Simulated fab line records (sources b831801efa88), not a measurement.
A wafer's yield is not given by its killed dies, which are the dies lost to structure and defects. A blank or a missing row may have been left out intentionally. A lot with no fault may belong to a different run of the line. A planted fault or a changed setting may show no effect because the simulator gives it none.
fab line records || flow sky130
record: {"lots": 6, "wafers": 18, "last_day": 49}
route steps=708 shown LDD_P@261 LDD_HVN@267
lots untouched by any fault: they come from a run of this same line in which no faults occurred
start_h: start of the lot's first displayed wafer, in hours after the record's first day || wait_h: hours from the lot's prior step to this one || " repeats the value in the row above || L1.1+2: a row that stands for several wafers || - no value, or no start was given || * or withheld: withheld || < > ~ a bound
route shown NAME@n: names a module that has steps shown in the file, with the first one's number in the route || usual: mean/standard deviation taken from wafers without a fault || same: alike in all rows || chamber/n: place in a boat || sites: each site's reading || _std_site: the values' standard deviation || _edge_site: mean of outer sites minus mean of inner sites || radius_mm: how far each site lies from the wafer's centre || mask NAME#n: copy n || behind: the tool/chamber that last shaped the wafer || hold: why the lot was held/for how many hours/how that ended || device: which transistor (n, p or np) failed to switch || end of line: at the end of the route, the tests of the same wafers || a step without rows: its recipe alone || killed: at the first sort, the dies lost to defects and structure; wafer yield is something else || map: per-die view of a wafer (x killed, . not killed, _ where there is no die)
set.NAME: the setting that was run; set.NAME@STEP: the one run at that earlier step || model.NAME: the simulator's own value behind a step, which no gauge read
lots seen at some steps along the route; tables by step, rows by wafer
== steps ==
step: SKY_LDD_P_DEVELOP_06
recipe: {"resist": "NOVOLAK", "developer": "TMAH", "develop_time_s": 60, "dev_temp_c": 23}
step: SKY_LDD_P_CD_MEAS_07
recipe: {"target_cd_nm": 380}
usual: {"cd_nm": "379.6/2.6"}
{"lot.wafer": "L781.1", "tool": "cd_sem-02", "chamber": "-", "start_h": 490.80, "wait_h": 0.1, "cd_nm": 377.6}
{"lot.wafer": "L781.3", "tool": "cd_sem-02", "chamber": "-", "start_h": 490.80, "wait_h": 0.1, "cd_nm": 377.4}
{"lot.wafer": "L781.5", "tool": "cd_sem-02", "chamber": "-", "start_h": 490.80, "wait_h": 0.1, "cd_nm": 379.0}
{"lot.wafer": "L782.2", "tool": "cd_sem-01", "chamber": "-", "start_h": 499.68, "wait_h": 0.1, "cd_nm": 376.9}
{"lot.wafer": "L782.3", "tool": "cd_sem-01", "chamber": "-", "start_h": 499.68, "wait_h": 0.1, "cd_nm": 374.4}
{"lot.wafer": "L782.4", "tool": "cd_sem-01", "chamber": "-", "start_h": 499.68, "wait_h": 0.1, "cd_nm": 374.0}
{"lot.wafer": "L787.1", "tool": "cd_sem-01", "chamber": "-", "start_h": 539.78, "wait_h": 0.1, "cd_nm": 381.4}
{"lot.wafer": "L787.4", "tool": "cd_sem-01", "chamber": "-", "start_h": 539.78, "wait_h": 0.1, "cd_nm": 383.0}
{"lot.wafer": "L787.5", "tool": "cd_sem-01", "chamber": "-", "start_h": 539.78, "wait_h": 0.1, "cd_nm": 380.6}
{"lot.wafer": "L791.1", "tool": "cd_sem-01", "chamber": "-", "start_h": 570.45, "wait_h": 0.1, "cd_nm": 379.5}
{"lot.wafer": "L791.2", "tool": "cd_sem-01", "chamber": "-", "start_h": 570.45, "wait_h": 0.1, "cd_nm": 376.1}
{"lot.wafer": "L791.4", "tool": "cd_sem-01", "chamber": "-", "start_h": 570.45, "wait_h": 0.1, "cd_nm": 378.7}
{"lot.wafer": "L792.2", "tool": "cd_sem-02", "chamber": "-", "start_h": 574.18, "wait_h": 0.1, "cd_nm": 374.1}
{"lot.wafer": "L792.3", "tool": "cd_sem-02", "chamber": "-", "start_h": 574.18, "wait_h": 0.1, "cd_nm": 376.7}
{"lot.wafer": "L792.6", "tool": "cd_sem-02", "chamber": "-", "start_h": 574.18, "wait_h": 0.1, "cd_nm": 375.6}
{"lot.wafer": "L793.1", "tool": "cd_sem-02", "chamber": "-", "start_h": 582.65, "wait_h": 0.1, "cd_nm": 377.7}
{"lot.wafer": "L793.4", "tool": "cd_sem-02", "chamber": "-", "start_h": 582.65, "wait_h": 0.1, "cd_nm": 378.7}
{"lot.wafer": "L793.5", "tool": "cd_sem-02", "chamber": "-", "start_h": 582.65, "wait_h": 0.1, "cd_nm": 379.7}
step: SKY_LDD_P_OVL_MEAS_08
usual: {"LDD_P_OVL": "0.1/1.6"}
{"lot.wafer": "L781.1", "tool": "overlay-02", "chamber": "-", "start_h": 490.92, "wait_h": 0.1, "LDD_P_OVL[nm]": 0.8}
{"lot.wafer": "L781.3", "tool": "overlay-02", "chamber": "-", "start_h": 490.92, "wait_h": 0.1, "LDD_P_OVL[nm]": 0.5}
{"lot.wafer": "L781.5", "tool": "overlay-02", "chamber": "-", "start_h": 490.92, "wait_h": 0.1, "LDD_P_OVL[nm]": 1.2}
{"lot.wafer": "L782.2", "tool": "overlay-02", "chamber": "-", "start_h": 499.78, "wait_h": 0.1, "LDD_P_OVL[nm]": -1.8}
{"lot.wafer": "L782.3", "tool": "overlay-02", "chamber": "-", "start_h": 499.78, "wait_h": 0.1, "LDD_P_OVL[nm]": 1.0}
{"lot.wafer": "L782.4", "tool": "overlay-02", "chamber": "-", "start_h": 499.78, "wait_h": 0.1, "LDD_P_OVL[nm]": 0.8}
{"lot.wafer": "L787.1", "tool": "overlay-02", "chamber": "-", "start_h": 539.90, "wait_h": 0.1, "LDD_P_OVL[nm]": 1.0}
{"lot.wafer": "L787.4", "tool": "overlay-02", "chamber": "-", "start_h": 539.90, "wait_h": 0.1, "LDD_P_OVL[nm]": 1.6}
{"lot.wafer": "L787.5", "tool": "overlay-02", "chamber": "-", "start_h": 539.90, "wait_h": 0.1, "LDD_P_OVL[nm]": -0.1}
{"lot.wafer": "L791.1", "tool": "overlay-01", "chamber": "-", "start_h": 570.57, "wait_h": 0.1, "LDD_P_OVL[nm]": 1.1}
{"lot.wafer": "L791.2", "tool": "overlay-01", "chamber": "-", "start_h": 570.57, "wait_h": 0.1, "LDD_P_OVL[nm]": 1.9}
{"lot.wafer": "L791.4", "tool": "overlay-01", "chamber": "-", "start_h": 570.57, "wait_h": 0.1, "LDD_P_OVL[nm]": 0.4}
{"lot.wafer": "L792.2", "tool": "overlay-02", "chamber": "-", "start_h": 574.28, "wait_h": 0.1, "LDD_P_OVL[nm]": -1.0}
{"lot.wafer": "L792.3", "tool": "overlay-02", "chamber": "-", "start_h": 574.28, "wait_h": 0.1, "LDD_P_OVL[nm]": -2.5}
{"lot.wafer": "L792.6", "tool": "overlay-02", "chamber": "-", "start_h": 574.28, "wait_h": 0.1, "LDD_P_OVL[nm]": -1.7}
{"lot.wafer": "L793.1", "tool": "overlay-01", "chamber": "-", "start_h": 582.77, "wait_h": 0.1, "LDD_P_OVL[nm]": -1.8}
{"lot.wafer": "L793.4", "tool": "overlay-01", "chamber": "-", "start_h": 582.77, "wait_h": 0.1, "LDD_P_OVL[nm]": -2.1}
{"lot.wafer": "L793.5", "tool": "overlay-01", "chamber": "-", "start_h": 582.77, "wait_h": 0.1, "LDD_P_OVL[nm]": -2.3}
step: SKY_LDD_P_IMPLANT_09
recipe: {"species": "BF2", "energy_kev": 25, "dose_cm2": 1e+13, "tilt_deg": "withheld"}
step: SKY_LDD_P_STRIP_10
recipe: {"chemistry": "O2/N2", "power_w": 1400, "pressure_mtorr": 1500, "platen_temp_c": "withheld", "o2_flow_sccm": 3000, "n2_flow_sccm": 300, "overash_fraction": 0.5}
usual: {"drypump_motor_current_A": "5.70/0.29", "o2_flow_sccm": "3002/9.4", "oes_product_au": "0.716/0.0044", "strip_time_to_endpoint_s": "14.17/0.045"}
{"lot.wafer": "L781.1", "tool": "plasma_asher-04", "chamber": 1, "start_h": 491.11, "wait_h": 0.1, "drypump_motor_current_A": 5.93, "o2_flow_sccm": 3006, "oes_product_au": 0.714, "rf_hours_counter_h": 6, "strip_time_to_endpoint_s": 14.20}
{"lot.wafer": "L781.3", "tool": "plasma_asher-04", "chamber": 1, "start_h": 491.11, "wait_h": 0.1, "drypump_motor_current_A": 5.96, "o2_flow_sccm": 2999, "oes_product_au": 0.715, "rf_hours_counter_h": "-", "strip_time_to_endpoint_s": 14.18}
{"lot.wafer": "L781.5", "tool": "plasma_asher-04", "chamber": 1, "start_h": 491.11, "wait_h": 0.1, "drypump_motor_current_A": 5.91, "o2_flow_sccm": 3003, "oes_product_au": 0.715, "rf_hours_counter_h": "-", "strip_time_to_endpoint_s": 14.16}
{"lot.wafer": "L782.2", "tool": "plasma_asher-01", "chamber": 0, "start_h": 499.96, "wait_h": 0.1, "drypump_motor_current_A": 6.40, "o2_flow_sccm": 3009, "oes_product_au": 0.714, "rf_hours_counter_h": 67, "strip_time_to_endpoint_s": 14.14}
{"lot.wafer": "L782.3", "tool": "plasma_asher-01", "chamber": 1, "start_h": 499.96, "wait_h": 0.1, "drypump_motor_current_A": 5.54, "o2_flow_sccm": 2990, "oes_product_au": 0.710, "rf_hours_counter_h": "-", "strip_time_to_endpoint_s": 14.17}
{"lot.wafer": "L782.4", "tool": "plasma_asher-01", "chamber": 0, "start_h": 499.96, "wait_h": 0.1, "drypump_motor_current_A": 6.38, "o2_flow_sccm": 3005, "oes_product_au": 0.720, "rf_hours_counter_h": "-", "strip_time_to_endpoint_s": 14.12}
{"lot.wafer": "L787.1", "tool": "plasma_asher-01", "chamber": 1, "start_h": 540.09, "wait_h": 0.1, "drypump_motor_current_A": 5.60, "o2_flow_sccm": 2986, "oes_product_au": 0.726, "rf_hours_counter_h": 71, "strip_time_to_endpoint_s": 14.19}
{"lot.wafer": "L787.4", "tool": "plasma_asher-01", "chamber": 1, "start_h": 540.09, "wait_h": 0.1, "drypump_motor_current_A": 5.56, "o2_flow_sccm": 3002, "oes_product_au": 0.712, "rf_hours_counter_h": "-", "strip_time_to_endpoint_s": 14.17}
{"lot.wafer": "L787.5", "tool": "plasma_asher-01", "chamber": 1, "start_h": 540.09, "wait_h": 0.1, "drypump_motor_current_A": 5.60, "o2_flow_sccm": 3020, "oes_product_au": 0.715, "rf_hours_counter_h": "-", "strip_time_to_endpoint_s": 14.16}
{"lot.wafer": "L791.1", "tool": "plasma_asher-04", "chamber": 1, "start_h": 570.76, "wait_h": 0.1, "drypump_motor_current_A": 5.92, "o2_flow_sccm": 2996, "oes_product_au": 0.724, "rf_hours_counter_h": 14, "strip_time_to_endpoint_s": 14.07}
{"lot.wafer": "L791.2", "tool": "plasma_asher-04", "chamber": 0, "start_h": 570.76, "wait_h": 0.1, "drypump_motor_current_A": 5.62, "o2_flow_sccm": 3007, "oes_product_au": 0.712, "rf_hours_counter_h": 14, "strip_time_to_endpoint_s": 14.09}
{"lot.wafer": "L791.4", "tool": "plasma_asher-04", "chamber": 0, "start_h": 570.76, "wait_h": 0.1, "drypump_motor_current_A": 5.61, "o2_flow_sccm": 3005, "oes_product_au": 0.713, "rf_hours_counter_h": "-", "strip_time_to_endpoint_s": 14.08}
{"lot.wafer": "L792.2", "tool": "plasma_asher-02", "chamber": 0, "start_h": 574.46, "wait_h": 0.1, "drypump_motor_current_A": 5.54, "o2_flow_sccm": 3013, "oes_product_au": 0.713, "rf_hours_counter_h": 43, "strip_time_to_endpoint_s": 14.13}
{"lot.wafer": "L792.3", "tool": "plasma_asher-02", "chamber": 0, "start_h": 574.46, "wait_h": 0.1, "drypump_motor_current_A": 5.55, "o2_flow_sccm": 3008, "oes_product_au": 0.723, "rf_hours_counter_h": "-", "strip_time_to_endpoint_s": 14.13}
{"lot.wafer": "L792.6", "tool": "plasma_asher-02", "chamber": 1, "start_h": 574.46, "wait_h": 0.1, "drypump_motor_current_A": 5.43, "o2_flow_sccm": 3003, "oes_product_au": 0.710, "rf_hours_counter_h": "-", "strip_time_to_endpoint_s": 14.15}
{"lot.wafer": "L793.1", "tool": "plasma_asher-02", "chamber": 0, "start_h": 582.96, "wait_h": 0.1, "drypump_motor_current_A": 5.57, "o2_flow_sccm": 2991, "oes_product_au": 0.722, "rf_hours_counter_h": 44, "strip_time_to_endpoint_s": 14.15}
{"lot.wafer": "L793.4", "tool": "plasma_asher-02", "chamber": 0, "start_h": 582.96, "wait_h": 0.1, "drypump_motor_current_A": 5.57, "o2_flow_sccm": 3014, "oes_product_au": 0.714, "rf_hours_counter_h": "-", "strip_time_to_endpoint_s": 14.17}
{"lot.wafer": "L793.5", "tool": "plasma_asher-02", "chamber": 0, "start_h": 582.96, "wait_h": 0.1, "drypump_motor_current_A": 5.58, "o2_flow_sccm": 3006, "oes_product_au": 0.713, "rf_hours_counter_h": "-", "strip_time_to_endpoint_s": 14.19}
step: SKY_LDD_P_TW_MEAS_11
usual: {"LDD_P_TW": "635/4.6"}
{"lot.wafer": "L781.1", "tool": "film_metro-02", "chamber": "-", "start_h": 491.21, "wait_h": 0.1, "LDD_P_TW": 637}
{"lot.wafer": "L781.3", "tool": "film_metro-02", "chamber": "-", "start_h": 491.21, "wait_h": 0.1, "LDD_P_TW": 632}
{"lot.wafer": "L781.5", "tool": "film_metro-02", "chamber": "-", "start_h": 491.21, "wait_h": 0.1, "LDD_P_TW": 630}
{"lot.wafer": "L782.2", "tool": "film_metro-03", "chamber": "-", "start_h": 500.07, "wait_h": 0.1, "LDD_P_TW": 637}
{"lot.wafer": "L782.3", "tool": "film_metro-03", "chamber": "-", "start_h": 500.07, "wait_h": 0.1, "LDD_P_TW": 637}
{"lot.wafer": "L782.4", "tool": "film_metro-03", "chamber": "-", "start_h": 500.07, "wait_h": 0.1, "LDD_P_TW": 639}
{"lot.wafer": "L787.1", "tool": "film_metro-03", "chamber": "-", "start_h": 540.19, "wait_h": 0.1, "LDD_P_TW": 636}
{"lot.wafer": "L787.4", "tool": "film_metro-03", "chamber": "-", "start_h": 540.19, "wait_h": 0.1, "LDD_P_TW": 638}
{"lot.wafer": "L787.5", "tool": "film_metro-03", "chamber": "-", "start_h": 540.19, "wait_h": 0.1, "LDD_P_TW": 641}
{"lot.wafer": "L791.1", "tool": "film_metro-03", "chamber": "-", "start_h": 570.86, "wait_h": 0.1, "LDD_P_TW": 635}
{"lot.wafer": "L791.2", "tool": "film_metro-03", "chamber": "-", "start_h": 570.86, "wait_h": 0.1, "LDD_P_TW": 636}
{"lot.wafer": "L791.4", "tool": "film_metro-03", "chamber": "-", "start_h": 570.86, "wait_h": 0.1, "LDD_P_TW": 637}
{"lot.wafer": "L792.2", "tool": "film_metro-01", "chamber": "-", "start_h": 574.57, "wait_h": 0.1, "LDD_P_TW": 630}
{"lot.wafer": "L792.3", "tool": "film_metro-01", "chamber": "-", "start_h": 574.57, "wait_h": 0.1, "LDD_P_TW": 631}
{"lot.wafer": "L792.6", "tool": "film_metro-01", "chamber": "-", "start_h": 574.57, "wait_h": 0.1, "LDD_P_TW": 630}
{"lot.wafer": "L793.1", "tool": "film_metro-03", "chamber": "-", "start_h": 583.06, "wait_h": 0.1, "LDD_P_TW": 633}
{"lot.wafer": "L793.4", "tool": "film_metro-03", "chamber": "-", "start_h": 583.06, "wait_h": 0.1, "LDD_P_TW": 636}
{"lot.wafer": "L793.5", "tool": "film_metro-03", "chamber": "-", "start_h": 583.06, "wait_h": 0.1, "LDD_P_TW": 632}
step: SKY_LDD_HVN_DEHYDRATE_00
recipe: {"temp_c": 200, "time_s": 60}
step: SKY_LDD_HVN_HMDS_01
recipe: {"prime_time_s": 60, "prime_temp_c": 120}
step: SKY_LDD_HVN_COAT_02
recipe: {"resist": "NOVOLAK", "spin_rpm": 3000, "resist_thk_nm": 300}
step: SKY_LDD_HVN_SOFTBAKE_03
recipe: {"temp_c": 90, "time_s": 60, "resist": "NOVOLAK"}
step: SKY_LDD_HVN_EXPOSE_04
recipe: {"mask_id": "HVNTM", "na": 0.6, "source_shape": "conventional", "sigma_outer": 0.6, "polarization": "unpolarized", "target_cd_nm": 700, "dose_mj": 127}
step: SKY_LDD_HVN_PEB_05
recipe: {"temp_c": "withheld", "time_s": "*", "resist": "NOVOLAK"}
step: SKY_LDD_HVN_DEVELOP_06
recipe: {"resist": "NOVOLAK", "developer": "TMAH", "develop_time_s": 60, "dev_temp_c": 23}
usual: {"chill_plate_temp_C": "23.02/0.11", "develop_time_s": "60/0"}
{"lot.wafer": "L781.1", "tool": "litho_track-03", "chamber": 0, "start_h": 522.00, "wait_h": 0.1, "chill_plate_temp_C": 23.01, "develop_time_s": 60}
{"lot.wafer": "L781.3", "tool": "litho_track-03", "chamber": 0, "start_h": 522.00, "wait_h": 0.1, "chill_plate_temp_C": 22.97, "develop_time_s": 60}
{"lot.wafer": "L781.5", "tool": "litho_track-03", "chamber": 0, "start_h": 522.00, "wait_h": 0.1, "chill_plate_temp_C": 22.89, "develop_time_s": 60}
{"lot.wafer": "L782.2", "tool": "litho_track-02", "chamber": 0, "start_h": 531.75, "wait_h": 0.1, "chill_plate_temp_C": 23.10, "develop_time_s": 60}
{"lot.wafer": "L782.3", "tool": "litho_track-02", "chamber": 0, "start_h": 531.75, "wait_h": 0.1, "chill_plate_temp_C": 23.14, "develop_time_s": 60}
{"lot.wafer": "L782.4", "tool": "litho_track-02", "chamber": 0, "start_h": 531.75, "wait_h": 0.1, "chill_plate_temp_C": 23.00, "develop_time_s": 60}
{"lot.wafer": "L787.1", "tool": "litho_track-01", "chamber": 0, "start_h": 570.11, "wait_h": 0.1, "chill_plate_temp_C": 22.86, "develop_time_s": 60}
{"lot.wafer": "L787.4", "tool": "litho_track-01", "chamber": 0, "start_h": 570.11, "wait_h": 0.1, "chill_plate_temp_C": 22.97, "develop_time_s": 60}
{"lot.wafer": "L787.5", "tool": "litho_track-01", "chamber": 0, "start_h": 570.11, "wait_h": 0.1, "chill_plate_temp_C": 23.08, "develop_time_s": 60}
{"lot.wafer": "L791.1", "tool": "litho_track-03", "chamber": "-", "start_h": 599.70, "wait_h": 0.1, "chill_plate_temp_C": "-", "develop_time_s": "-"}
{"lot.wafer": "L791.2", "tool": "litho_track-03", "chamber": "-", "start_h": 599.70, "wait_h": 0.1, "chill_plate_temp_C": "-", "develop_time_s": "-"}
{"lot.wafer": "L791.4", "tool": "litho_track-03", "chamber": "-", "start_h": 599.70, "wait_h": 0.1, "chill_plate_temp_C": "-", "develop_time_s": "-"}
{"lot.wafer": "L792.2", "tool": "litho_track-02", "chamber": "-", "start_h": 603.60, "wait_h": 0.1, "chill_plate_temp_C": "-", "develop_time_s": "-"}
{"lot.wafer": "L792.3", "tool": "litho_track-02", "chamber": "-", "start_h": 603.60, "wait_h": 0.1, "chill_plate_temp_C": "-", "develop_time_s": "-"}
{"lot.wafer": "L792.6", "tool": "litho_track-02", "chamber": "-", "start_h": 603.60, "wait_h": 0.1, "chill_plate_temp_C": "-", "develop_time_s": "-"}
{"lot.wafer": "L793.1", "tool": "litho_track-02", "chamber": 0, "start_h": 611.83, "wait_h": 0.1, "chill_plate_temp_C": 23.19, "develop_time_s": 60}
{"lot.wafer": "L793.4", "tool": "litho_track-02", "chamber": 0, "start_h": 611.83, "wait_h": 0.1, "chill_plate_temp_C": 23.20, "develop_time_s": 60}
{"lot.wafer": "L793.5", "tool": "litho_track-02", "chamber": 0, "start_h": 611.83, "wait_h": 0.1, "chill_plate_temp_C": 23.01, "develop_time_s": 60}
step: SKY_LDD_HVN_OVL_MEAS_07
usual: {"LDD_HVN_OVL": "-1.2/1.4"}
{"lot.wafer": "L781.1", "tool": "overlay-01", "chamber": "-", "start_h": 522.15, "wait_h": 0.1, "LDD_HVN_OVL[nm]": -3.2}
{"lot.wafer": "L781.3", "tool": "overlay-01", "chamber": "-", "start_h": 522.15, "wait_h": 0.1, "LDD_HVN_OVL[nm]": -3.6}
{"lot.wafer": "L781.5", "tool": "overlay-01", "chamber": "-", "start_h": 522.15, "wait_h": 0.1, "LDD_HVN_OVL[nm]": -2.7}
{"lot.wafer": "L782.2", "tool": "overlay-02", "chamber": "-", "start_h": 531.89, "wait_h": 0.1, "LDD_HVN_OVL[nm]": 0.6}
{"lot.wafer": "L782.3", "tool": "overlay-02", "chamber": "-", "start_h": 531.89, "wait_h": 0.1, "LDD_HVN_OVL[nm]": -0.1}
{"lot.wafer": "L782.4", "tool": "overlay-02", "chamber": "-", "start_h": 531.89, "wait_h": 0.1, "LDD_HVN_OVL[nm]": -1.9}
{"lot.wafer": "L787.1", "tool": "overlay-02", "chamber": "-", "start_h": 570.26, "wait_h": 0.1, "LDD_HVN_OVL[nm]": -1.9}
{"lot.wafer": "L787.4", "tool": "overlay-02", "chamber": "-", "start_h": 570.26, "wait_h": 0.1, "LDD_HVN_OVL[nm]": -0.5}
{"lot.wafer": "L787.5", "tool": "overlay-02", "chamber": "-", "start_h": 570.26, "wait_h": 0.1, "LDD_HVN_OVL[nm]": -3.0}
{"lot.wafer": "L791.1", "tool": "overlay-01", "chamber": "-", "start_h": 599.85, "wait_h": 0.1, "LDD_HVN_OVL[nm]": "-"}
{"lot.wafer": "L791.2", "tool": "overlay-01", "chamber": "-", "start_h": 599.85, "wait_h": 0.1, "LDD_HVN_OVL[nm]": "-"}
{"lot.wafer": "L791.4", "tool": "overlay-01", "chamber": "-", "start_h": 599.85, "wait_h": 0.1, "LDD_HVN_OVL[nm]": "-"}
{"lot.wafer": "L792.2", "tool": "overlay-02", "chamber": "-", "start_h": 603.74, "wait_h": 0.1, "LDD_HVN_OVL[nm]": "-"}
{"lot.wafer": "L792.3", "tool": "overlay-02", "chamber": "-", "start_h": 603.74, "wait_h": 0.1, "LDD_HVN_OVL[nm]": "-"}
{"lot.wafer": "L792.6", "tool": "overlay-02", "chamber": "-", "start_h": 603.74, "wait_h": 0.1, "LDD_HVN_OVL[nm]": "-"}
{"lot.wafer": "L793.1", "tool": "overlay-01", "chamber": "-", "start_h": 611.98, "wait_h": 0.1, "LDD_HVN_OVL[nm]": -0.3}
{"lot.wafer": "L793.4", "tool": "overlay-01", "chamber": "-", "start_h": 611.98, "wait_h": 0.1, "LDD_HVN_OVL[nm]": -0.8}
{"lot.wafer": "L793.5", "tool": "overlay-01", "chamber": "-", "start_h": 611.98, "wait_h": 0.1, "LDD_HVN_OVL[nm]": -1.4}
== key ==
first_sign: {"step": "SKY_LDD_HVN_DEVELOP_06", "reading": "tool_record", "direction": "missing"}
effect none on later readings
met_at SKY_LDD_HVN_DEVELOP_06
struck_wafers L791.1,L791.2,L791.4,L792.2,L792.3,L792.6
sort_left_out L791.1,L791.2,L791.4,L792.2,L792.3,L792.6
tester_left_out L791,L792
onset_between 531.75 599.70
fault: {"kind": "skipped_step_whole", "tool": "litho_track-02,litho_track-03", "chamber": "-", "onset_h": 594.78, "steps": "SKY_LDD_HVN_DEVELOP_06", "scope": "struck_lots_only"}
tester_left_out: of these lots the tester's yield and bins aren't shown, on N5 and GAA mostly nor the transistor test; their killed dies are dies lost to structure and defects alone, not to doping, threshold or leakage, so they don't give the yield
sort_left_out: the simulated sort isn't trusted on such a fault, so these wafers' sort isn't shown, and their yield isn't known
